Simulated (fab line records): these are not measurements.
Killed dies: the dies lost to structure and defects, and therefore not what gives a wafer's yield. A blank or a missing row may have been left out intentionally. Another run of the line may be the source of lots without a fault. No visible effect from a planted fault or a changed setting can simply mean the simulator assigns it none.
Chamber matching ; flow sky130 ; hdpcvd-01 running SKY_FIELD_ISO_CVD_24: 3 sister chambers
The step deposits SiO2, target thk 595 nm, time 99.2 s. 3 wafers are shown with their chamber, then 9 later ones without.

## WAFERS PAIRED WITH THEIR CHAMBERS
wafer;chamber;susceptor temp C (C)
L906.1;0;649.53
L906.4;2;650.21
L906.6;1;650.15

## WAFERS WHOSE CHAMBER IS MISSING
wafer;susceptor temp C (C)
L907.1;649.95
L907.5;649.33
L907.6;650.32
L908.2;649.89
L908.3;650.25
L908.5;650.00
L915.3;650.05
L917.1;650.20
L917.5;649.78

## WHICH CHAMBER EACH ONE RAN IN
wafer;from the rows above;in truth
L907.1;can't be placed: 1 or 2 or 0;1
L907.5;0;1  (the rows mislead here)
L907.6;can't be placed: 2 or 1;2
L908.2;can't be placed: 1 or 2 or 0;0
L908.3;can't be placed: 2 or 1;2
L908.5;can't be placed: 1 or 2 or 0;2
L915.3;can't be placed: 1 or 2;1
L917.1;can't be placed: 2 or 1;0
L917.5;can't be placed: 0 or 1 or 2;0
Placed correctly: 0 of 9. Unplaceable from these rows: 8, with the true chamber sitting among the candidates in 7. Wrongly placed: 1.
How it was worked out, from the rows above alone: a wafer's distance from a chamber is the root of the sum, over the readings, of the square of ((its reading less the chamber's mean) divided by the reading's scatter). If the next closest chamber is less than 2 further off than the closest, the wafer can't be placed; otherwise it belongs to the closest. Each chamber's mean is taken over the wafers shown for it. The scatter (one wafer shown for each chamber): square how far every hidden wafer sits from the nearest shown wafer, average those squares and take the square root.
